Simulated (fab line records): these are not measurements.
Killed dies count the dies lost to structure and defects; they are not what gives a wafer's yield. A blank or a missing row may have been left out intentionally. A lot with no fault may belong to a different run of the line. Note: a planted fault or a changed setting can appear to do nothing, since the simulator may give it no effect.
Commonality check across tools | flow gf180mcu | 39 wafers sampled across 13 lots

== WHY IT WAS OPENED ==
At GF_HV_LDD_TW_MEAS_23 the reading HV_LDD_2_TW is flagged on 2 of 13 lots. Fault-free wafers read 1055, with a standard deviation of 11.
Rule: a lot gets a flag if all its wafers with a number sit over 4 standard deviations from that mean, or if no wafer of it has a number. As for the other lots, they are considered sound.

lot  | measured     | on            | HV_LDD_2_TW, wafer by wafer | flag
L764 | day 10 18:08 | film-metro-03 | 1075 1066 1075              |
L765 | day 11 05:44 | film-metro-04 | 1059 1061 1061              |
L766 | day 11 07:19 | film-metro-03 | 1061 1070 1067              |
L768 | day 11 22:46 | film-metro-04 | 1062 1066 1067              |
L770 | day 12 12:34 | film-metro-04 | 960 964 958                 | FLAGGED
L773 | day 13 13:40 | film-metro-04 | 955 957 951                 | FLAGGED
L780 | day 15 20:52 | film-metro-02 | 1043 1042 1042              |
L782 | day 16 08:16 | film-metro-04 | 1046 1052 1048              |
L783 | day 16 17:13 | film-metro-04 | 1050 1053 1044              |
L784 | day 17 05:34 | film-metro-04 | 1054 1057 1054              |
L785 | day 18 03:13 | film-metro-04 | 1048 1050 1055              |
L786 | day 18 06:55 | film-metro-03 | 1066 1071 1067              |
L787 | day 18 18:06 | film-metro-02 | 1043 1049 1046              |
The numbers of the flagged lots are 958 on average: -98 against the usual, or -9 standard deviations.

== TOOL THAT RAN EACH LOT ==
The record holds 1 process step before the reading, out of a route of 602 steps. Each cell gives the tool, then ch followed by the chambers the sampled wafers passed through, then the start.
lot  | flag    | GF_HV_LDD_IMPLANT_21
L764 |         | implanter-04 ch 0, day 10 17:54
L765 |         | implanter-02 ch 0, day 11 05:31
L766 |         | implanter-02 ch 0, day 11 07:05
L768 |         | implanter-04 ch 0, day 11 22:32
L770 | FLAGGED | implanter-01 ch 0, day 12 12:19
L773 | FLAGGED | implanter-01 ch 0, day 13 13:25
L780 |         | implanter-04 ch 0, day 15 20:37
L782 |         | implanter-04 ch 0, day 16 08:01
L783 |         | implanter-01 ch 0, day 16 16:58
L784 |         | implanter-04 ch 0, day 17 05:19
L785 |         | implanter-01 ch 0, day 18 02:58
L786 |         | implanter-01 ch 0, day 18 06:40
L787 |         | implanter-04 ch 0, day 18 17:51
These steps, and what they do:
- GF_HV_LDD_IMPLANT_21
- GF_HV_LDD_TW_MEAS_23

== FLAGGED OVER TOTAL, TOOL BY TOOL (the gauges that took the reading come last) ==
step                 | tool          | lots run | flagged | share of the flagged lots | sound lots run after its first flagged lot
GF_HV_LDD_IMPLANT_21 | implanter-01  | 5        | 2       | all                       | 3 (L783,L785,L786)
GF_HV_LDD_IMPLANT_21 | implanter-02  | 2        | 0       | none                      | -
GF_HV_LDD_IMPLANT_21 | implanter-04  | 6        | 0       | none                      | -
GF_HV_LDD_TW_MEAS_23 | film-metro-02 | 2        | 0       | none                      | -
GF_HV_LDD_TW_MEAS_23 | film-metro-03 | 3        | 0       | none                      | -
GF_HV_LDD_TW_MEAS_23 | film-metro-04 | 8        | 2       | all                       | 4 (L782,L783,L784,L785)

== WHAT IS ALLOWED BY THE TABLE ==
Table rows that saw every flagged lot: 2, namely implanter-01 at GF_HV_LDD_IMPLANT_21 and film-metro-04 at GF_HV_LDD_TW_MEAS_23.
- implanter-01 at GF_HV_LDD_IMPLANT_21: 2 of its 5 lots flagged. Sound lots followed the first flagged one (L783, L785, L786) on it, something a lasting fault affecting the whole tool could not allow. Its own readings (beam-energy-keV) fall more than 4 standard deviations out on all wafers of the flagged lots.
- film-metro-04 at GF_HV_LDD_TW_MEAS_23: 2 of its 8 lots flagged. Sound lots followed the first flagged one (L782, L783, L784, L785) on it, something a lasting fault affecting the whole tool could not allow.
None of the table's rows ran every flagged lot and, after the first, no sound lot.

== WHAT HAD BEEN PUT IN BY THE SIMULATOR ==
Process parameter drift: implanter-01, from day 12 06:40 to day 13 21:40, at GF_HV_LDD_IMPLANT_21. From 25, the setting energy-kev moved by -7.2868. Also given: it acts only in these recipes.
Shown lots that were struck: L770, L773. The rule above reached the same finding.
